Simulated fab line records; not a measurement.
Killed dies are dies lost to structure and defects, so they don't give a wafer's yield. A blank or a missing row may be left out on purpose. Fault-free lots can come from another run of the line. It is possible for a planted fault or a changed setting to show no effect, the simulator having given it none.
Struck lot and sound lot, side by side / flow sky130 / 15 out of 708 route steps
Sound: the wafers L185.4, L185.5, L185.6. Struck: wafer L177.2. (L177.6 of the same lot was not struck and is left out.) The cause comes at the end.
For every step that has rows: the tool of each side, followed by ch and its chambers, followed by its first start. Under that, the readings that differ: sound wafers / struck wafers / difference of the means / sigmas: that difference in standard deviations of wafers without a fault.
alike: readings whose means differ by less than 2 such deviations, and words and numbers that are the same on both sides. not compared: withheld readings, readings that some wafer has no value for, bounds like >300 that may hide the same value, and numbers for which the record gives no deviation and whose values overlap.
Wherever a step has rows on one side only, a row that says differs or no value, or a row with sigmas, the two part there. Numbers that don't overlap but have no deviation are shown without sigmas and don't part them. Lack of a reading on every wafer of one side parts them only where that side has two or more wafers.

first, 5 steps without rows for these wafers: SKY_VT_ADJUST_PCH_COAT_02 (resist thk 3000 nm); SKY_VT_ADJUST_PCH_SOFTBAKE_03; SKY_VT_ADJUST_PCH_EXPOSE_04 (exposes mask NWM, target cd 840 nm); SKY_VT_ADJUST_PCH_PEB_05; SKY_VT_ADJUST_PCH_DEVELOP_06 (develop time 60 s).
SKY_VT_ADJUST_PCH_OVL_MEAS_07:
  sound on overlay-02, day 14 14:49; struck on overlay-01, day 13 02:43
  alike: VT_ADJUST_PCH_OVL
after that, 1 step had no rows for these wafers: SKY_VT_ADJUST_PCH_IMPLANT_08.
SKY_VT_ADJUST_PCH_STRIP_09: strips in O2/N2.
  sound on plasmaAsher-04 ch 0,1, day 14 15:01; struck on plasmaAsher-02 ch 1, day 13 02:53
reading=rfHoursCounterH (h); sound=- - -; struck=17; difference=no value on the sound wafers; sigmas=
  alike: drypumpMotorCurrentA, oesProductAu, stripTimeToEndpointS
SKY_VT_ADJUST_PCH_TW_MEAS_10:
  sound on filmMetro-03, day 14 15:07; struck on filmMetro-03, day 13 03:00
  alike: VT_ADJUST_PCH_TW
then, 3 steps without rows for these wafers: SKY_SONOS_TUNNEL_DEHYDRATE_00 (time 60 s); SKY_SONOS_TUNNEL_HMDS_01 (prime time 60 s); SKY_SONOS_TUNNEL_COAT_02 (resist thk 1140 nm).
SKY_SONOS_TUNNEL_SOFTBAKE_03: time 60 s.
  sound on lithoTrack-02 ch 0, day 15 04:26; struck on lithoTrack-01 ch 0, day 13 15:02
reading=runLengthS (s); sound=89.15 89.04 88.95; struck=94.93; difference=+5.88; sigmas=+53
then, 1 step without rows for these wafers: SKY_SONOS_TUNNEL_EXPOSE_04 (exposes mask TUNM, target cd 410 nm).
-- the record jumps here: 34 days lie between the struck wafers' starts before and after (it left off in module SONOS_TUNNEL and takes up again in module PAD_OPEN, whose first step shown is number 708 of the route) --
SKY_PAD_OPEN_PROBE_99:
  sound on prober-01, day 49 11:22; struck on prober-01, day 47 14:25
reading=killed_at_M4_up; sound=5 7 2; struck=1; difference=-4; sigmas=-2
  alike: killed_at_M0_to_M3, killedAtContacts, killedAtFrontEnd, killedAtOther, killedDies, killedOpen, killedShort

== WHERE THEY PART ==
At SKY_VT_ADJUST_PCH_STRIP_09 first; at SKY_PAD_OPEN_PROBE_99 last (within this record only).

WHY: the cause the simulator had injected
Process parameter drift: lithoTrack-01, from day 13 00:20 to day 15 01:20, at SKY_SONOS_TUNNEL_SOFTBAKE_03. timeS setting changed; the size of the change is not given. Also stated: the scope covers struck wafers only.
